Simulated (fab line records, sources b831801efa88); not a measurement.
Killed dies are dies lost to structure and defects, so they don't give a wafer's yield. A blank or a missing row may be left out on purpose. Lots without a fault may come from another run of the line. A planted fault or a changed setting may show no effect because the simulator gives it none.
fab line records | flow gf180mcu
record lots=12 wafers=36 last_day=34
route steps=602 shown STI@26 VT_IMPLANT@125 POLY_GATE@169 HV_LDD@234
lots that met no fault: from a run of the same line without faults
start_h: hours from the record's first day to the start of the lot's first wafer shown | wait_h: hours since the lot's step before | " the same as in the row above | L1.1+2: a row that stands for several wafers | - no value, or no start given | * or withheld: withheld | < > ~ a bound
route shown NAME@n: a module of which the file shows steps, and the number in the route of the first | usual: mean/standard deviation of fault-free wafers | same: alike in all rows | chamber/n: place in a boat | sites: the reading at each site | _std_site: their standard deviation | _edge_site: outer sites' mean less inner sites' | radius_mm: how far each site lies from the wafer's centre | mask NAME#n: copy n | behind: the tool/chamber that last shaped the wafer | hold: why the lot was held/for how many hours/how that ended | device: the transistor (n, p or np) that didn't switch | end of line: the same wafers' tests at the end of the route | a step without rows: its recipe alone | killed: dies lost to structure and defects at the first sort, not the wafer's yield | map: a wafer's dies, x killed, . not, _ none there
set.NAME: the setting as run; set.NAME@STEP: as run at that earlier step | model.NAME: the simulator's own value behind a step, which no gauge read
steps of the route over a sample of lots; a table a step, a row a wafer
services: from which hour (start_h, from the record's first day; less than 0 if before it) a tool's chamber was out of use, for how many hours, and why
## steps
# step GF_STI_CMP_25
# recipe stop_on=Si3N4 t_overpolish_s=33 down_force_psi=4 platen_rpm=60 target_thk_nm=524.6 pad_velocity_m_s=0.94248
# usual motor_current_A=12.2/1.2 overpolish_run_s=33.001/0.0084 time_to_endpoint_s=122/4.1
# columns lot.wafer tool chamber start_h wait_h motor_current_A overpolish_run_s time_to_endpoint_s
L152.3 cmp-01 0 27.59 0.1 13.3 33.002 118
L152.2 " 1 " " 13.1 33.008 122
L152.5 " 0 " " 13.2 32.986 116
L153.2 cmp-01 1 32.49 0.0 13.0 33.004 119
L153.3 " 2 " " 11.6 32.999 121
L153.6 " 1 " " 12.8 33.004 124
L156.1 cmp-01 0 47.89 0.1 13.8 33.003 116
L156.3 " 1 " " 12.7 32.999 125
L156.6 " 3 " " 11.3 32.996 123
L157.3 cmp-02 3 53.09 0.0 13.0 32.998 125
L157.4 " 0 " " 11.2 33.003 121
L157.6 " 3 " " 13.5 33.015 123
L160.4 cmp-02 2 68.60 0.0 14.2 32.989 131
L160.2 " 3 " " 13.5 32.991 126
L160.6 " 3 " " 12.3 33.005 125
L162.2 cmp-01 1 79.24 0.0 13.4 32.989 124
L162.1 " 2 " " 10.7 33.004 127
L162.6 " 1 " " 13.4 33.008 123
L163.3 cmp-02 2 84.32 0.0 14.1 33.011 127
L163.6 " 2 " " 13.9 33.015 127
L163.5 " 3 " " 13.6 33.009 122
L165.1 cmp-02 2 95.89 0.2 13.0 33.005 126
L165.4 " 3 " " 13.1 32.999 122
L165.6 " 1 " " 9.4 32.987 122
L166.4 cmp-01 3 101.11 0.1 11.8 32.997 114
L166.2 " 1 " " 13.4 33.010 123
L166.5 " 3 " " 11.2 32.987 117
L173.1 cmp-02 1 136.21 0.1 10.2 33.009 126
L173.2 " 3 " " 13.0 33.017 123
L173.4 " 0 " " 11.2 32.983 117
L174.3 cmp-01 3 142.62 0.0 11.2 33.011 124
L174.1 " 0 " " 13.4 32.998 126
L174.6 " 3 " " 11.7 33.005 122
L175.4 cmp-01 2 149.14 0.0 11.5 32.996 125
L175.3 " 3 " " 11.7 32.994 121
L175.2 " 0 " " 13.1 33.001 121
# step GF_VT_IMPLANT_COAT_35
# recipe resist=NOVOLAK spin_rpm=3000 resist_thk_nm=1000
# usual spin_speed_rpm=2999.8/1.9
# columns lot.wafer tool chamber start_h wait_h spin_speed_rpm
L152.2 litho_track-03 0 148.56 0.1 2996.2
L152.3 " 0 " " 2997.5
L152.5 " 0 " " 2996.3
L153.2 litho_track-03 0 154.06 0.1 3001.2
L153.3 " 0 " " 3000.0
L153.6 " 0 " " 3003.1
L156.1 litho_track-03 0 174.29 0.1 3002.7
L156.3 " 0 " " 3002.5
L156.6 " 0 " " 3000.6
L157.3 litho_track-01 0 179.78 0.1 2996.9
L157.4 " 0 " " 3001.0
L157.6 " 0 " " 3000.5
L160.2 litho_track-01 0 199.45 0.1 2999.7
L160.4 " 0 " " 3001.3
L160.6 " 0 " " 2998.4
L162.1 litho_track-01 0 213.38 0.1 2999.6
L162.2 " 0 " " 3000.2
L162.6 " 0 " " 3000.2
L163.3 litho_track-04 0 221.16 0.1 2999.5
L163.5 " 0 " " 3001.1
L163.6 " 0 " " 3000.5
L165.1 litho_track-03 0 240.39 0.1 2996.5
L165.4 " 0 " " 3001.8
L165.6 " 0 " " 3000.6
L166.2 litho_track-01 0 243.65 0.1 3001.2
L166.4 " 0 " " 3000.0
L166.5 " 0 " " 3001.5
L173.1 litho_track-03 0 289.54 0.1 3211.3
L173.2 " 0 " " 3211.6
L173.4 " 0 " " 3206.4
L174.1 litho_track-03 0 297.19 0.1 3209.4
L174.3 " 0 " " 3211.3
L174.6 " 0 " " 3209.1
L175.2 litho_track-04 0 304.24 0.1 2995.9
L175.3 " 0 " " 2998.3
L175.4 " 0 " " 2998.1
# step GF_VT_IMPLANT_STRIP_42
# recipe chemistry=O2/N2 power_w=1400 pressure_mtorr=1500 platen_temp_c=250 o2_flow_sccm=3000 n2_flow_sccm=300 overash_fraction=0.5
# usual drypump_motor_current_A=5.5/0.38 heater_power_w=337/18 o2_flow_sccm=2999/7.8 oes_product_au=0.716/0.0051 strip_time_to_endpoint_s=12.637/0.029
# columns lot.wafer tool chamber start_h wait_h drypump_motor_current_A heater_power_w o2_flow_sccm oes_product_au rf_hours_counter_h strip_time_to_endpoint_s
L152.2 plasma_asher-01 0 156.47 0.1 5.2 347 3008 0.713 50 12.642
L152.3 " 1 " " 5.1 363 3013 0.711 - 12.669
L152.5 " 0 " " 5.2 349 3000 0.713 - 12.584
L153.2 plasma_asher-03 1 162.82 0.1 5.5 341 3010 0.715 37 12.663
L153.3 " 0 " " 6.1 316 2998 0.709 - 12.625
L153.6 " 0 " " 6.1 323 3002 0.717 - 12.655
L156.1 plasma_asher-02 1 182.82 0.1 6.0 323 2998 0.721 8 12.650
L156.3 " 1 " " 6.0 316 3003 0.716 - 12.607
L156.6 " 0 " " 5.5 314 3001 0.705 - 12.651
L157.3 plasma_asher-03 1 188.78 0.1 5.5 351 3000 0.707 - 12.599
L157.4 " 0 " " 6.1 315 3000 0.716 - 12.613
L157.6 " 1 " " 5.5 339 3004 0.720 - 12.593
L160.2 plasma_asher-01 0 208.22 0.1 5.2 352 3004 0.719 56 12.577
L160.4 " 0 " " 5.2 355 2999 0.707 - 12.604
L160.6 " 0 " " 5.2 356 3002 0.718 - 12.617
L162.1 plasma_asher-02 0 223.07 0.1 5.5 322 2986 0.721 12 12.611
L162.2 " 1 " " 6.1 314 2987 0.714 12 12.624
L162.6 " 1 " " 6.0 315 2986 0.715 - 12.579
L163.3 plasma_asher-03 1 230.16 0.1 5.5 339 3004 0.716 - 12.664
L163.5 " 0 " " 6.1 322 3000 0.716 - 12.685
L163.6 " 1 " " 5.5 342 2995 0.723 - 12.670
L165.1 plasma_asher-01 1 249.65 0.1 5.1 367 3003 0.713 61 12.628
L165.4 " 0 " " 5.2 350 2996 0.716 - 12.657
L165.6 " 1 " " 5.1 356 3008 0.720 - 12.661
L166.2 plasma_asher-03 1 253.07 0.1 5.5 341 2995 0.720 45 12.625
L166.4 " 0 " " 6.1 317 3014 0.719 - 12.627
L166.5 " 1 " " 5.5 344 3005 0.718 - 12.671
L173.1 plasma_asher-03 1 299.45 0.1 5.4 341 3009 0.719 49 12.313
L173.2 " 0 " " 6.1 321 2999 0.707 49 12.284
L173.4 " 1 " " 5.5 336 3005 0.711 - 12.247
L174.1 plasma_asher-02 1 307.51 0.1 6.0 321 2992 0.713 22 12.237
L174.3 " 1 " " 6.1 318 2990 0.708 - 12.257
L174.6 " 0 " " 5.4 316 3012 0.712 - 12.280
L175.2 plasma_asher-03 1 314.70 0.1 5.4 342 2986 0.711 51 12.644
L175.3 " 0 " " 6.1 326 3004 0.717 - 12.647
L175.4 " 1 " " 5.4 341 2997 0.717 - 12.622
# step GF_POLY_GATE_ETCH_12
# recipe chemistry=N2/H2 target_depth_a=withheld overetch_a=withheld time_s=withheld target=BARC ion_energy_ev=200 source_w=500 bias_w=100 pressure_mtorr=30 n2_flow_sccm=100 h2_flow_sccm=200
# usual drypump_motor_current_A=5.64/0.26 oes_product_au=0.735/0.0046 throttle_valve_pct=13.213/0.0091
# columns lot.wafer tool chamber start_h wait_h drypump_motor_current_A oes_product_au throttle_valve_pct
L152.2 rie_diel-01 3 197.31 0.0 5.37 0.729 13.224
L152.3 " 2 " " 5.55 0.731 13.210
L152.5 " 1 " " 5.33 0.734 13.226
L153.2 rie_diel-02 0 202.32 0.0 5.84 0.740 13.201
L153.3 " 1 " " 6.14 0.742 13.211
L153.6 " 2 " " 5.22 0.731 13.223
L156.1 rie_diel-01 3 222.74 0.0 5.34 0.733 13.210
L156.3 " 2 " " 5.59 0.732 13.221
L156.6 " 2 " " 5.59 0.732 13.212
L157.3 rie_diel-02 2 229.42 0.0 5.22 0.737 13.213
L157.4 " 3 " " 5.52 0.731 13.200
L157.6 " 3 " " 5.53 0.734 13.215
L160.2 rie_diel-01 0 251.14 0.0 5.72 0.743 13.210
L160.4 " 1 " " 5.33 0.733 13.215
L160.6 " 0 " " 5.69 0.734 13.218
L162.1 rie_diel-03 0 265.79 0.0 5.89 0.732 13.217
L162.2 " 3 " " 5.91 0.734 13.214
L162.6 " 0 " " 5.92 0.729 13.205
L163.3 rie_diel-02 3 277.06 0.0 5.51 0.733 13.205
L163.5 " 3 " " 5.52 0.743 13.205
L163.6 " 0 " " 5.87 0.736 13.206
L165.1 rie_diel-02 2 297.04 0.0 5.23 0.733 13.206
L165.4 " 3 " " 5.53 0.728 13.228
L165.6 " 1 " " 6.17 0.735 13.210
L166.2 rie_diel-03 2 299.54 0.0 5.73 0.745 13.205
L166.4 " 1 " " 5.48 0.732 13.213
L166.5 " 0 " " 5.89 0.739 13.198
L173.1 rie_diel-01 3 348.84 0.0 5.35 0.739 13.198
L173.2 " 1 " " 5.31 0.738 13.216
L173.4 " 2 " " 5.58 0.730 13.202
L174.1 rie_diel-02 1 356.19 0.0 6.15 0.735 13.217
L174.3 " 0 " " 5.86 0.730 13.221
L174.6 " 1 " " 6.15 0.735 13.197
L175.2 rie_diel-03 3 365.22 0.0 5.86 0.743 13.231
L175.3 " 2 " " 5.76 0.741 13.213
L175.4 " 0 " " 5.92 0.735 13.230
# step GF_HV_LDD_ETCHBACK_58
# recipe chemistry=CH3F/O2 target=Si3N4 stop_on=SiO2 source_w=400 bias_w=80 pressure_mtorr=25 ch3f_flow_sccm=40 O2_flow_sccm=30 time_s=100 target_depth_a=900
# usual O2_flow_sccm=30.02/0.097 drypump_motor_current_A=5.63/0.28 oes_product_au=0.843/0.0066 throttle_valve_pct=10.561/0.01
# columns lot.wafer tool chamber start_h wait_h O2_flow_sccm drypump_motor_current_A oes_product_au rf_hours_counter_h throttle_valve_pct
L152.2 rie_diel-04 0 276.30 0.0 30.16 6.21 0.837 74 10.549
L152.3 " 1 " " 29.91 5.64 0.834 72 10.566
L152.5 " 3 " " 30.13 5.59 0.832 - 10.546
L153.2 rie_diel-03 2 285.05 0.0 29.94 5.69 0.840 36 10.566
L153.3 " 1 " " 29.75 5.49 0.840 57 10.566
L153.6 " 0 " " 29.95 5.89 0.837 - 10.565
L156.1 rie_diel-04 0 305.74 0.1 29.88 6.21 0.836 74 10.556
L156.3 " 1 " " 30.06 5.62 0.834 72 10.571
L156.6 " 2 " " 30.09 5.19 0.837 - 10.578
L157.3 rie_diel-01 3 311.55 0.0 30.14 5.35 0.850 14 10.554
L157.4 " 0 " " 30.08 5.74 0.852 15 10.557
L157.6 " 2 " " 30.15 5.55 0.857 - 10.567
L160.2 rie_diel-04 3 339.89 0.0 30.02 5.58 0.846 5 10.584
L160.4 " 0 " " 30.03 6.19 0.844 75 10.581
L160.6 " 2 " " 29.95 5.19 0.843 - 10.549
L162.1 rie_diel-01 0 354.33 0.1 29.99 5.69 0.828 16 10.556
L162.2 " 2 " " 29.96 5.52 0.839 2 10.567
L162.6 " 2 " " 30.09 5.51 0.844 - 10.577
L163.3 rie_diel-01 1 368.15 0.0 30.14 5.33 0.860 98 10.554
L163.5 " 3 " " 29.98 5.35 0.868 - 10.553
L163.6 " 0 " " 30.14 5.71 0.852 - 10.574
L165.1 rie_diel-04 0 391.08 0.1 30.13 6.22 0.832 77 10.564
L165.4 " 2 " " 30.16 5.23 0.849 63 10.570
L165.6 " 3 " " 30.17 5.58 0.844 - 10.551
L166.2 rie_diel-03 2 392.71 0.0 30.12 5.72 0.842 39 10.562
L166.4 " 3 " " 30.04 5.86 0.850 - 10.566
L166.5 " 2 " " 30.11 5.71 0.840 - 10.565
L173.1 rie_diel-03 0 448.86 0.1 29.97 5.90 0.840 1 10.559
L173.2 " 2 " " 29.96 5.73 0.852 40 10.567
L173.4 " 3 " " 30.05 5.84 0.842 58 10.554
L174.1 rie_diel-01 2 456.44 0.1 29.97 5.58 0.848 4 10.546
L174.3 " 0 " " 30.01 5.70 0.846 19 10.576
L174.6 " 3 " " 29.98 5.31 0.843 - 10.550
L175.2 rie_diel-01 2 467.17 0.0 30.06 5.59 0.859 4 10.538
L175.3 " 3 " " 29.90 5.37 0.848 18 10.558
L175.4 " 2 " " 30.17 5.54 0.845 - 10.555
## services
# columns tool chamber start_h hours kind
rie_diel-03 0 13.45 2.5 repair
plasma_asher-03 - 55.86 1.2 repair
rie_diel-01 - 71.47 2.8 pm
rie_diel-01 - 76.25 0.4 repair
cmp-01 - 98.32 0.4 repair
rie_diel-03 0 117.27 4.1 repair
rie_diel-03 0 167.86 2.0 repair
cmp-01 - 168.08 0.4 repair
rie_diel-03 3 185.39 9.2 repair
cmp-01 - 189.00 4.5 repair
rie_diel-03 2 212.56 3.0 repair
plasma_asher-03 - 223.04 1.0 repair
rie_diel-03 1 228.09 4.7 repair
cmp-01 - 232.21 4.0 pm
plasma_asher-03 - 237.08 11.9 repair
plasma_asher-03 - 239.09 1.6 repair
cmp-01 - 239.49 4.7 pm
rie_diel-03 3 287.67 17.4 repair
rie_diel-01 - 296.85 14.6 pm
rie_diel-03 0 311.90 6.9 repair
cmp-01 - 335.26 5.5 pm
cmp-01 - 447.14 1.3 repair
rie_diel-01 - 452.65 0.4 repair
rie_diel-01 2 461.45 5.3 repair
## key
first_sign step=GF_VT_IMPLANT_COAT_35 reading=spin_speed_rpm direction=up sigmas=99+ usual=* struck=*
effect step=GF_VT_IMPLANT_STRIP_42 reading=strip_time_to_endpoint_s direction=down sigmas=13 usual=* struck=*
met_at GF_VT_IMPLANT_COAT_35
struck_lots L173,L174
tester_left_out L173,L174
not_acting_at GF_STI_CMP_25,GF_POLY_GATE_ETCH_12,GF_HV_LDD_ETCHBACK_58
onset_between 240.39 289.54
fault kind=process_parameter_drift tool=litho_track-03 chamber=- onset_h=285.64 steps=GF_VT_IMPLANT_COAT_35 channel=spin_rpm offset=* shape=step end_h=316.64 acts_in=* stated=*
# tester_left_out: of these lots the tester's yield and bins aren't shown, on N5 and GAA mostly nor the transistor test; their killed dies are dies lost to structure and defects alone, not to doping, threshold or leakage, so they don't give the yield
